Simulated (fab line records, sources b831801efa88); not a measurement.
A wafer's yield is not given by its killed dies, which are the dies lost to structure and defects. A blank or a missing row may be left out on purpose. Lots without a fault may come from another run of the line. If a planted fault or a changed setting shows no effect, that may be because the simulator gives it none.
Which tool was responsible? | flow gf180mcu | Sampling: 24 lots, 72 wafers, 6 of 602 route steps

== WHAT EACH GAUGE READ, for each wafer ==
GF_M5_CD_MEAS_07 targets a cd of 280 nm.
lot  | measured     | on        | cd-nm (nm)
L074 | day 26 04:33 | cd-sem-01 | 279.7 281.1 281.1
L075 | day 26 15:22 | cd-sem-01 | 277.2 277.3 277.1
L076 | day 27 00:04 | cd-sem-02 | 279.1 277.9 279.6
L077 | day 27 06:43 | cd-sem-02 | 278.7 279.0 277.9
L078 | day 27 18:06 | cd-sem-02 | 280.5 280.3 280.0
L079 | day 28 02:28 | cd-sem-01 | 281.3 280.1 280.8
L080 | day 28 08:01 | cd-sem-01 | 279.3 280.2 279.7
L081 | day 28 16:34 | cd-sem-01 | 278.0 277.2 277.9
L082 | day 28 20:36 | cd-sem-01 | 279.1 279.2 280.5
L083 | day 29 10:13 | cd-sem-01 | 278.2 278.2 279.7
L084 | day 29 12:52 | cd-sem-01 | 280.5 282.8 281.9
L085 | day 29 16:16 | cd-sem-01 | 279.3 279.5 281.0
L086 | day 30 00:28 | cd-sem-02 | 279.8 278.6 279.1
L087 | day 30 09:51 | cd-sem-02 | 279.5 280.4 279.3
L088 | day 31 01:03 | cd-sem-02 | 277.0 277.7 278.1
L089 | day 31 04:44 | cd-sem-01 | 280.7 280.8 280.4
L090 | day 31 06:34 | cd-sem-01 | 280.2 280.5 281.6
L091 | day 31 11:05 | cd-sem-02 | 279.0 279.3 279.2
L092 | day 31 18:43 | cd-sem-02 | 279.9 279.9 278.2
L093 | day 32 05:34 | cd-sem-01 | 279.0 279.5 280.6
L094 | day 32 04:07 | cd-sem-02 | 279.0 278.7 278.6
L095 | day 32 13:22 | cd-sem-01 | 279.4 278.8 280.5
L096 | day 32 15:12 | cd-sem-01 | 281.4 280.9 280.7
L097 | day 32 18:45 | cd-sem-02 | 280.6 279.6 280.8

GF_TOP_METAL_CD_MEAS_14 targets a cd of 440 nm.
lot  | measured     | on        | cd-nm (nm)
L074 | day 28 00:16 | cd-sem-01 | 438.1 436.0 438.5
L075 | day 28 10:31 | cd-sem-02 | 439.5 439.7 440.8
L076 | day 28 18:43 | cd-sem-02 | 438.2 435.7 438.6
L077 | day 29 01:06 | cd-sem-01 | 439.2 442.0 438.3
L078 | day 29 11:46 | cd-sem-02 | 439.4 440.4 441.2
L079 | day 29 20:26 | cd-sem-01 | 437.8 437.5 437.2
L080 | day 30 01:51 | cd-sem-02 | 440.5 442.2 441.2
L081 | day 30 09:46 | cd-sem-01 | 441.2 438.9 442.0
L082 | day 30 13:11 | cd-sem-02 | 440.2 443.2 442.5
L083 | day 31 02:09 | cd-sem-02 | 439.6 441.9 440.7
L084 | day 31 03:52 | cd-sem-01 | 438.5 439.4 441.1
L085 | day 31 07:21 | cd-sem-02 | 444.0 440.9 442.2
L086 | day 31 14:58 | cd-sem-01 | 443.3 442.8 442.6
L087 | day 32 00:30 | cd-sem-02 | 441.3 438.7 438.9
L088 | day 32 13:32 | cd-sem-01 | 439.8 440.2 438.6
L089 | day 32 18:08 | cd-sem-02 | 440.7 439.0 436.8
L090 | day 32 19:48 | cd-sem-01 | 443.7 445.1 443.4
L091 | day 32 23:16 | cd-sem-01 | 443.0 443.2 443.4
L092 | day 33 06:07 | cd-sem-02 | 443.3 443.1 442.4
L093 | day 33 16:46 | cd-sem-02 | 440.9 441.9 440.7
L094 | day 33 16:01 | cd-sem-02 | 440.6 440.6 444.4
L095 | day 34 00:01 | cd-sem-01 | 438.0 438.9 438.8
L096 | day 34 01:45 | cd-sem-02 | 444.6 444.1 445.7
L097 | day 34 05:19 | cd-sem-01 | 438.5 439.1 438.0

== TOOL THAT RAN EACH LOT (tool first, then ch and the chambers of the sampled wafers, then the start) ==
lot  | GF_STI_STRIP_15                     | GF_CONTACT_CVD_02               | GF_M1_SPUTTER_03             | GF_V4_ETCH_16
L074 | plasma-asher-01 ch 0,1, day 2 02:26 | pecvd-03 ch 0,1,2, day 15 00:44 | pvd-sputter-01, day 15 23:20 | rie-diel-03 ch 0,1,3, day 24 06:28
L075 | plasma-asher-03 ch 0,1, day 2 08:22 | pecvd-03 ch 0,1, day 15 13:33   | pvd-sputter-04, day 16 12:53 | rie-diel-01 ch 2,3, day 24 18:31
L076 | plasma-asher-03 ch 0,1, day 2 11:52 | pecvd-04 ch 0,1,2, day 15 22:03 | pvd-sputter-04, day 16 22:10 | rie-diel-03 ch 2,3, day 25 03:34
L077 | plasma-asher-01 ch 0,1, day 2 17:53 | pecvd-04 ch 1,2, day 16 05:56   | pvd-sputter-01, day 17 06:31 | rie-diel-01 ch 0,3, day 25 11:19
L078 | plasma-asher-03 ch 0,1, day 2 23:24 | pecvd-04 ch 0,2, day 16 17:13   | pvd-sputter-04, day 17 17:56 | rie-diel-01 ch 0,3, day 25 22:40
L079 | plasma-asher-01 ch 0,1, day 3 04:24 | pecvd-01 ch 0,1,2, day 17 01:23 | pvd-sputter-04, day 18 02:29 | rie-diel-04 ch 0,3, day 26 07:43
L080 | plasma-asher-03 ch 0,1, day 3 09:56 | pecvd-03 ch 0,1,2, day 17 09:47 | pvd-sputter-01, day 18 11:02 | rie-diel-01 ch 0,2,3, day 26 13:55
L081 | plasma-asher-04 ch 0,1, day 3 14:20 | pecvd-03 ch 0,1,2, day 17 19:50 | pvd-sputter-01, day 18 21:58 | rie-diel-01 ch 1,2,3, day 26 22:37
L082 | plasma-asher-01 ch 0,1, day 3 20:16 | pecvd-01 ch 1,2, day 18 01:55   | pvd-sputter-04, day 19 04:23 | rie-diel-04 ch 0,2,3, day 27 03:37
L083 | plasma-asher-04 ch 0, day 3 23:56   | pecvd-04 ch 0,1,2, day 18 17:25 | pvd-sputter-04, day 19 19:52 | rie-diel-01 ch 0,2,3, day 27 17:25
L084 | plasma-asher-01 ch 0,1, day 4 06:08 | pecvd-03 ch 0,1, day 18 19:43   | pvd-sputter-01, day 19 22:31 | rie-diel-04 ch 0,2,3, day 27 19:43
L085 | plasma-asher-01 ch 0,1, day 4 09:44 | pecvd-04 ch 0,2, day 18 22:18   | pvd-sputter-04, day 20 01:25 | rie-diel-03 ch 0,3, day 27 22:52
L086 | plasma-asher-01 ch 0,1, day 4 16:03 | pecvd-01 ch 0,2, day 19 11:47   | pvd-sputter-03, day 20 14:10 | rie-diel-04 ch 0,2, day 28 08:13
L087 | plasma-asher-01 ch 0,1, day 4 20:32 | pecvd-04 ch 0,2, day 19 23:02   | pvd-sputter-04, day 21 01:26 | rie-diel-04 ch 1,3, day 28 17:40
L088 | plasma-asher-04 ch 0,1, day 5 02:26 | pecvd-03 ch 1,2, day 20 19:46   | pvd-sputter-01, day 21 20:58 | rie-diel-04 ch 0,2,3, day 29 09:55
L089 | plasma-asher-03 ch 0, day 5 07:14   | pecvd-04 ch 0,2, day 21 00:07   | pvd-sputter-01, day 22 00:59 | rie-diel-04 ch 1,2,3, day 29 14:07
L090 | plasma-asher-03 ch 0,1, day 5 11:51 | pecvd-01 ch 0,1,2, day 21 02:20 | pvd-sputter-04, day 22 03:47 | rie-diel-04 ch 1,2,3, day 29 16:31
L091 | plasma-asher-03 ch 0,1, day 5 15:45 | pecvd-01 ch 0,1, day 21 08:05   | pvd-sputter-01, day 22 09:13 | rie-diel-03 ch 0,1,2, day 29 20:37
L092 | plasma-asher-04 ch 0,1, day 6 00:53 | pecvd-04 ch 0,1, day 21 19:52   | pvd-sputter-01, day 22 21:05 | rie-diel-04 ch 1,2,3, day 30 04:34
L093 | plasma-asher-04 ch 0,1, day 6 07:31 | pecvd-01 ch 0,1,2, day 22 09:58 | pvd-sputter-04, day 23 11:10 | rie-diel-03 ch 0,2,3, day 30 17:17
L094 | plasma-asher-01 ch 0,1, day 6 10:32 | pecvd-03 ch 0,1,2, day 22 09:23 | pvd-sputter-03, day 23 10:28 | rie-diel-04 ch 0,1,2, day 30 14:50
L095 | plasma-asher-03 ch 0,1, day 6 15:45 | pecvd-01 ch 0,1, day 22 23:45   | pvd-sputter-01, day 24 00:19 | rie-diel-04 ch 0,1, day 31 02:25
L096 | plasma-asher-01 ch 0,1, day 6 18:41 | pecvd-03 ch 0,1,2, day 23 00:26 | pvd-sputter-04, day 24 01:00 | rie-diel-01 ch 0,2,3, day 31 03:25
L097 | plasma-asher-01 ch 0,1, day 6 23:47 | pecvd-03 ch 1,2, day 23 04:53   | pvd-sputter-03, day 24 04:56 | rie-diel-03 ch 0,2, day 31 06:31
- GF_STI_STRIP_15: strips in O2/N2.
- GF_CONTACT_CVD_02: deposits SiO2 from TEOS, target thk 860 nm, time 95.992 s.
- GF_M1_SPUTTER_03: material Ti, target thk 10 nm, time 6.7 s.
- GF_V4_ETCH_16: etches BARC in N2/H2.

== AS READ BY THE TOOLS THEMSELVES (means over the sampled wafers that have a number; for cases with no such wafer, the mark the record gives instead) ==
GF_STI_STRIP_15.
lot  | tool            | drypump-motor-current-A (A) | heater-power-w (W) | oes-product-au (a.u.) | strip-time-to-endpoint-s (s)
L074 | plasma-asher-01 | 5.5                         | 316                | 0.383                 | 3.70
L075 | plasma-asher-03 | 5.5                         | 335                | 0.383                 | 3.73
L076 | plasma-asher-03 | 5.3                         | 341                | 0.380                 | 3.72
L077 | plasma-asher-01 | 5.7                         | 306                | 0.387                 | 3.73
L078 | plasma-asher-03 | 5.5                         | 340                | 0.388                 | 3.68
L079 | plasma-asher-01 | 5.8                         | 312                | 0.386                 | 3.65
L080 | plasma-asher-03 | 5.5                         | 337                | 0.383                 | 3.68
L081 | plasma-asher-04 | 5.4                         | 300                | 0.381                 | 3.63
L082 | plasma-asher-01 | 5.8                         | 316                | 0.386                 | 3.75
L083 | plasma-asher-04 | 5.5                         | 322                | 0.388                 | 3.74
L084 | plasma-asher-01 | 5.8                         | 315                | 0.379                 | 3.74
L085 | plasma-asher-01 | 5.5                         | 314                | 0.380                 | 3.73
L086 | plasma-asher-01 | 5.5                         | 314                | 0.385                 | 3.69
L087 | plasma-asher-01 | 5.8                         | 318                | 0.385                 | 3.70
L088 | plasma-asher-04 | 5.4                         | 301                | 0.376                 | 3.70
L089 | plasma-asher-03 | 5.1                         | 353                | 0.389                 | 3.73
L090 | plasma-asher-03 | 5.3                         | 345                | 0.378                 | 3.68
L091 | plasma-asher-03 | 5.3                         | 347                | 0.385                 | 3.74
L092 | plasma-asher-04 | 5.5                         | 305                | 0.380                 | 3.66
L093 | plasma-asher-04 | 5.4                         | 299                | 0.383                 | 3.71
L094 | plasma-asher-01 | 5.8                         | 315                | 0.382                 | 3.73
L095 | plasma-asher-03 | 5.5                         | 340                | 0.380                 | 3.68
L096 | plasma-asher-01 | 5.5                         | 315                | 0.384                 | 3.75
L097 | plasma-asher-01 | 5.8                         | 308                | 0.390                 | 3.78

GF_CONTACT_CVD_02.
lot  | tool     | heater-power-w (W) | rf-fwd-power-W (W)
L074 | pecvd-03 | 772                | 595.8
L075 | pecvd-03 | 678                | 594.0
L076 | pecvd-04 | 666                | 597.8
L077 | pecvd-04 | 740                | 597.4
L078 | pecvd-04 | 645                | 597.8
L079 | pecvd-01 | 655                | 596.3
L080 | pecvd-03 | 723                | 594.7
L081 | pecvd-03 | 772                | 596.0
L082 | pecvd-01 | 660                | 596.4
L083 | pecvd-04 | 691                | 597.2
L084 | pecvd-03 | 723                | 596.2
L085 | pecvd-04 | 702                | 597.7
L086 | pecvd-01 | 676                | 599.1
L087 | pecvd-04 | 693                | 599.0
L088 | pecvd-03 | 759                | 593.6
L089 | pecvd-04 | 669                | 596.7
L090 | pecvd-01 | 648                | 596.8
L091 | pecvd-01 | 586                | 598.3
L092 | pecvd-04 | 592                | 598.2
L093 | pecvd-01 | 676                | 597.3
L094 | pecvd-03 | 728                | 592.5
L095 | pecvd-01 | 591                | 597.1
L096 | pecvd-03 | 722                | 595.6
L097 | pecvd-03 | 736                | 594.3

GF_M1_SPUTTER_03.
lot  | tool           | throttle-valve-pct (%)
L074 | pvd-sputter-01 | 29.5
L075 | pvd-sputter-04 | 31.0
L076 | pvd-sputter-04 | 30.1
L077 | pvd-sputter-01 | 28.9
L078 | pvd-sputter-04 | 31.0
L079 | pvd-sputter-04 | 30.5
L080 | pvd-sputter-01 | 29.5
L081 | pvd-sputter-01 | 29.1
L082 | pvd-sputter-04 | 31.0
L083 | pvd-sputter-04 | 30.1
L084 | pvd-sputter-01 | 29.3
L085 | pvd-sputter-04 | 30.7
L086 | pvd-sputter-03 | 29.9
L087 | pvd-sputter-04 | 30.6
L088 | pvd-sputter-01 | 30.0
L089 | pvd-sputter-01 | 29.5
L090 | pvd-sputter-04 | 30.4
L091 | pvd-sputter-01 | 29.6
L092 | pvd-sputter-01 | 29.6
L093 | pvd-sputter-04 | 30.1
L094 | pvd-sputter-03 | 31.6
L095 | pvd-sputter-01 | 29.3
L096 | pvd-sputter-04 | 31.0
L097 | pvd-sputter-03 | 30.8

GF_V4_ETCH_16.
lot  | tool        | drypump-motor-current-A (A) | oes-product-au (a.u.) | rf-fwd-power-W (W) | throttle-valve-pct (%)
L074 | rie-diel-03 | 5.5                         | 0.852                 | 495.1              | 13.228
L075 | rie-diel-01 | 6.5                         | 0.856                 | 493.6              | 13.225
L076 | rie-diel-03 | 5.4                         | 0.852                 | 495.0              | 13.222
L077 | rie-diel-01 | 5.9                         | 0.857                 | 496.0              | 13.225
L078 | rie-diel-01 | 6.1                         | 0.856                 | 492.7              | 13.221
L079 | rie-diel-04 | 5.5                         | 0.851                 | 495.3              | 13.232
L080 | rie-diel-01 | 6.2                         | 0.853                 | 495.0              | 13.231
L081 | rie-diel-01 | 6.0                         | 0.857                 | 494.4              | 13.228
L082 | rie-diel-04 | 5.7                         | 0.851                 | 496.5              | 13.221
L083 | rie-diel-01 | 6.2                         | 0.855                 | 494.9              | 13.223
L084 | rie-diel-04 | 5.7                         | 0.855                 | 494.8              | 13.237
L085 | rie-diel-03 | 5.8                         | 0.855                 | 496.5              | 13.224
L086 | rie-diel-04 | 5.9                         | 0.857                 | 493.9              | 13.221
L087 | rie-diel-04 | 5.7                         | 0.860                 | 494.9              | 13.221
L088 | rie-diel-04 | 5.6                         | 0.853                 | 494.8              | 13.226
L089 | rie-diel-04 | 5.9                         | 0.852                 | 494.6              | 13.228
L090 | rie-diel-04 | 6.0                         | 0.850                 | 495.2              | 13.221
L091 | rie-diel-03 | 5.9                         | 0.853                 | 497.0              | 13.228
L092 | rie-diel-04 | 5.9                         | 0.849                 | 495.2              | 13.230
L093 | rie-diel-03 | 5.6                         | 0.855                 | 496.7              | 13.226
L094 | rie-diel-04 | 6.0                         | 0.857                 | 493.8              | 13.230
L095 | rie-diel-04 | 6.1                         | 0.854                 | 493.4              | 13.218
L096 | rie-diel-01 | 6.2                         | 0.855                 | 493.5              | 13.222
L097 | rie-diel-03 | 5.9                         | 0.850                 | 495.3              | 13.224

== THE ANSWER, worked out from the rows above alone ==
Rule: usual is defined by the lots themselves. Put in order of their means at a reading, lots are off if they are a third of the lots or fewer, leave a main group of 4 or more, and stand apart from it by a gap of 3 or more times the standard deviation of the main group's means; of several such gaps the widest counts. The tables above print the reading to a certain number of digits; a main group whose means all agree to those digits is not used. A lot without any number at a reading at which 4 lots or more have one is off too. Any other lot the step has rows for is counted as sound. The gauges are gone through in route order, then the tools' own readings, and for those a lot's mean is taken as printed above. At the first step where some lot is off, the reading lying furthest off is the one used; lots without a number count as furthest.
No lot is off on any of the readings shown, so nothing can be concluded from this.

== WHAT WAS PUT IN BY THE SIMULATOR ==
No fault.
